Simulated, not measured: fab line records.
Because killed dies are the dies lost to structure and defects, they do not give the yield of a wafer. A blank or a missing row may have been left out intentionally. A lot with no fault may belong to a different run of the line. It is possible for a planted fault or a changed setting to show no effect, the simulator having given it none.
Which tool did it? | flow sky130 | Sampling: 11 lots, 33 wafers, 6 of 708 route steps

## WHAT THE GAUGES READ, wafer by wafer
SKY_LDD_HVN_OVL_MEAS_07.
lot  | measured     | on         | LDD_HVN_OVL (nm)
L671 | day 20 16:45 | overlay-02 | -2.4 -3.0 -2.8
L672 | day 20 20:52 | overlay-02 | 1.2 -0.9 -0.9
L673 | day 21 04:50 | overlay-02 | 1.2 1.6 1.8
L675 | day 22 03:18 | overlay-01 | -1.4 -2.4 0.1
L677 | day 22 23:22 | overlay-02 | 0.7 0.8 -0.2
L686 | day 25 23:53 | overlay-02 | -2.4 -0.3 -0.3
L687 | day 26 08:22 | overlay-02 | -1.5 -2.4 -2.3
L688 | day 26 16:07 | overlay-02 | -0.2 -1.0 -1.1
L689 | day 26 21:57 | overlay-02 | -1.9 -1.1 -1.6
L691 | day 27 14:21 | overlay-01 | -0.7 -0.3 -3.1
L693 | day 28 02:32 | overlay-01 | 1.1 1.5 2.3

SKY_POLY_CUT_CD_MEAS_08: target cd 270 nm.
lot  | measured     | on        | cd-nm (nm)
L671 | day 24 12:22 | cd-sem-02 | 268.1 269.7 269.1
L672 | day 24 16:50 | cd-sem-01 | 268.3 268.5 269.5
L673 | day 25 00:32 | cd-sem-01 | 269.5 268.7 269.2
L675 | day 25 22:14 | cd-sem-01 | 268.6 267.7 268.7
L677 | day 26 18:31 | cd-sem-02 | 268.3 267.0 267.1
L686 | day 29 14:54 | cd-sem-01 | 268.9 270.6 270.0
L687 | day 29 23:55 | cd-sem-01 | 270.8 269.5 270.2
L688 | day 30 11:36 | cd-sem-01 | 271.2 271.6 272.0
L689 | day 30 13:57 | cd-sem-01 | 270.7 271.5 270.0
L691 | day 31 06:06 | cd-sem-02 | 269.0 268.6 269.7
L693 | day 31 16:19 | cd-sem-01 | 270.7 270.5 272.0

SKY_SD_N_RS_MEAS_16: measurement is done with a four-point probe.
lot  | measured     | on            | SD_N_RS (ohm/sq)
L671 | day 28 04:36 | film-metro-01 | 68.58 68.62 68.51
L672 | day 28 07:58 | film-metro-04 | 68.49 68.43 68.71
L673 | day 28 14:52 | film-metro-04 | 68.64 68.47 68.65
L675 | day 29 12:49 | film-metro-04 | 68.51 68.47 68.46
L677 | day 30 08:55 | film-metro-04 | 68.60 68.43 68.54
L686 | day 33 03:44 | film-metro-02 | 70.83 70.72 70.94 70.76 70.87 70.82
L687 | day 33 09:33 | film-metro-04 | 68.72 68.47 68.76
L688 | day 33 22:01 | film-metro-04 | 70.86 70.76 70.75 70.81 70.88 70.90
L689 | day 34 01:22 | film-metro-04 | 68.68 68.54 68.49
L691 | day 34 15:47 | film-metro-04 | 68.52 68.46 68.49
L693 | day 35 00:24 | film-metro-04 | 68.75 68.61 68.59

SKY_SD_N_RS_MEAS_17: measurement is done with a four-point probe.
lot  | measured     | on            | SD_P_RS (ohm/sq)
L671 | day 28 04:43 | film-metro-01 | 147.3 146.7 146.8
L672 | day 28 08:05 | film-metro-04 | 147.2 147.2 147.0
L673 | day 28 14:59 | film-metro-04 | 146.6 146.5 146.9
L675 | day 29 12:56 | film-metro-04 | 147.0 147.2 146.7
L677 | day 30 09:02 | film-metro-04 | 146.8 146.7 147.0
L686 | day 33 12:17 | film-metro-02 | 160.0 159.9 160.1 159.3 159.9 159.9
L687 | day 33 09:40 | film-metro-04 | 147.2 147.3 147.4
L688 | day 34 01:44 | film-metro-04 | 159.4 159.5 158.8 159.6 159.4 159.1
L689 | day 34 01:29 | film-metro-04 | 147.4 147.8 147.1
L691 | day 34 15:55 | film-metro-04 | 147.1 146.3 147.0
L693 | day 35 00:31 | film-metro-04 | 147.3 147.2 147.6

## WHICH TOOL RAN EACH LOT (tool, then ch and the chambers of the sampled wafers, then the start)
lot  | SKY_LDD_HVN_STRIP_09                 | SKY_SD_N_RTA_14
L671 | plasma-asher-02 ch 1, day 20 16:56   | rtp-anneal-01 ch 0, day 28 04:25
L672 | plasma-asher-01 ch 0,1, day 20 21:04 | rtp-anneal-02 ch 0, day 28 07:46
L673 | plasma-asher-03 ch 0,1, day 21 05:02 | rtp-anneal-01 ch 0, day 28 14:41
L675 | plasma-asher-02 ch 0,1, day 22 03:31 | rtp-anneal-01 ch 0, day 29 12:37
L677 | plasma-asher-02 ch 0,1, day 22 23:32 | rtp-anneal-01 ch 0, day 30 08:44
L686 | plasma-asher-03 ch 0,1, day 26 00:04 | rtp-anneal-01 ch 0, day 33 03:33
L687 | plasma-asher-03 ch 0,1, day 26 08:32 | rtp-anneal-02 ch 0, day 33 09:22
L688 | plasma-asher-01 ch 0,1, day 26 16:19 | rtp-anneal-01 ch 0, day 33 21:47
L689 | plasma-asher-03 ch 0,1, day 26 22:08 | rtp-anneal-02 ch 0, day 34 01:11
L691 | plasma-asher-03 ch 0,1, day 27 14:32 | rtp-anneal-02 ch 0, day 34 15:37
L693 | plasma-asher-03 ch 0,1, day 28 02:43 | rtp-anneal-02 ch 0, day 35 00:13
- SKY_LDD_HVN_STRIP_09: strips in O2/N2.
- SKY_SD_N_RTA_14: time 2 s.

## WHAT THE TOOLS THEMSELVES READ (means of the sampled wafers that have a number; where no wafer has one, the mark that the record gives instead)
SKY_LDD_HVN_STRIP_09.
lot  | tool            | chamber-pressure-mTorr (mTorr) | drypump-motor-current-A (A) | oes-product-au (a.u.) | strip-time-to-endpoint-s (s)
L671 | plasma-asher-02 | 1500.4                         | 5.7                         | 0.404                 | 4.126
L672 | plasma-asher-01 | 1500.4                         | 5.8                         | 0.410                 | 4.133
L673 | plasma-asher-03 | 1499.4                         | 5.7                         | 0.408                 | 4.128
L675 | plasma-asher-02 | 1501.0                         | 5.6                         | 0.409                 | 4.137
L677 | plasma-asher-02 | 1499.5                         | 5.5                         | 0.406                 | 4.122
L686 | plasma-asher-03 | 1499.5                         | 5.7                         | 0.410                 | 4.126
L687 | plasma-asher-03 | 1499.9                         | 5.7                         | 0.413                 | 4.126
L688 | plasma-asher-01 | 1500.1                         | 5.8                         | 0.410                 | 4.156
L689 | plasma-asher-03 | 1498.9                         | 5.7                         | 0.408                 | 4.121
L691 | plasma-asher-03 | 1499.7                         | 5.6                         | 0.411                 | 4.146
L693 | plasma-asher-03 | 1499.4                         | 6.0                         | 0.405                 | 4.128

SKY_SD_N_RTA_14.
lot  | tool          | chamber-o2-ppm | lamp-power-pct (%) | wafer_temp_C_max
L671 | rtp-anneal-01 | 2.036          | 15.71              | 1078.9
L672 | rtp-anneal-02 | 2.014          | 15.81              | 1077.7
L673 | rtp-anneal-01 | 1.996          | 15.74              | 1079.1
L675 | rtp-anneal-01 | 1.996          | 15.74              | 1078.5
L677 | rtp-anneal-01 | 1.983          | 15.74              | 1078.9
L686 | rtp-anneal-01 | 1.951          | 15.22              | 1079.4
L687 | rtp-anneal-02 | 2.009          | 15.70              | 1077.6
L688 | rtp-anneal-01 | 2.009          | 15.24              | 1078.8
L689 | rtp-anneal-02 | 2.009          | 15.77              | 1078.3
L691 | rtp-anneal-02 | 1.975          | 15.74              | 1077.1
L693 | rtp-anneal-02 | 1.992          | 15.71              | 1079.5

## THE ANSWER, worked out from the rows above alone
Rule: the usual values come from the lots themselves. Put in order of their means at a reading, lots are off if they are a third of the lots or fewer, leave a main group of 4 or more, and stand apart from it by a gap of 3 or more times the standard deviation of the main group's means; of several such gaps the widest counts. A main group is skipped when, at the precision printed for the reading in the tables above, its means are all equal. Also off: a lot with no number at a reading for which 4 or more lots have one. Any other lot the step has rows for is counted as sound. Order of review: gauges by route order, followed by the tools' own readings, for which a lot's mean as printed above is used. The first step at which some lot is off is used, and at that step the reading that is off furthest; a lot without a number counts as furthest.
Off: L686, L688, seen at SKY_SD_N_RS_MEAS_16 (SD_N_RS). For the main group the mean is 68.56 ohm/sq and the standard deviation 0.058.
A tool fits if, at a process step before that reading, it ran every lot that is off, and no sound lot after the first of them. The gauges at SKY_SD_N_RS_MEAS_16 aren't tried: what is off there is off at SKY_SD_N_RTA_14 too, on other tools, and a gauge's error can't cause that. One candidate fits, namely rtp-anneal-01 at SKY_SD_N_RTA_14. Its last sound lot is L677 (day 30 08:44), its first lot that is off L686 (day 33 03:33): a fault that began between those two fits.
On the lots that are off, the tool's own readings at SKY_SD_N_RTA_14 differ by more than 5 times the standard deviation of the sound lots' means, which bears it out; lamp-power-pct reads 15.23 % there versus 15.74 % on the sound lots.

## WHAT HAD BEEN PUT IN BY THE SIMULATOR
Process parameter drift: rtp-anneal-01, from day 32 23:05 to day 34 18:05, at SKY_SD_N_RTA_14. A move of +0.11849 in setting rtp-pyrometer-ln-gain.
Struck lots among those shown: L686, L688. This agrees with what the rule above found.
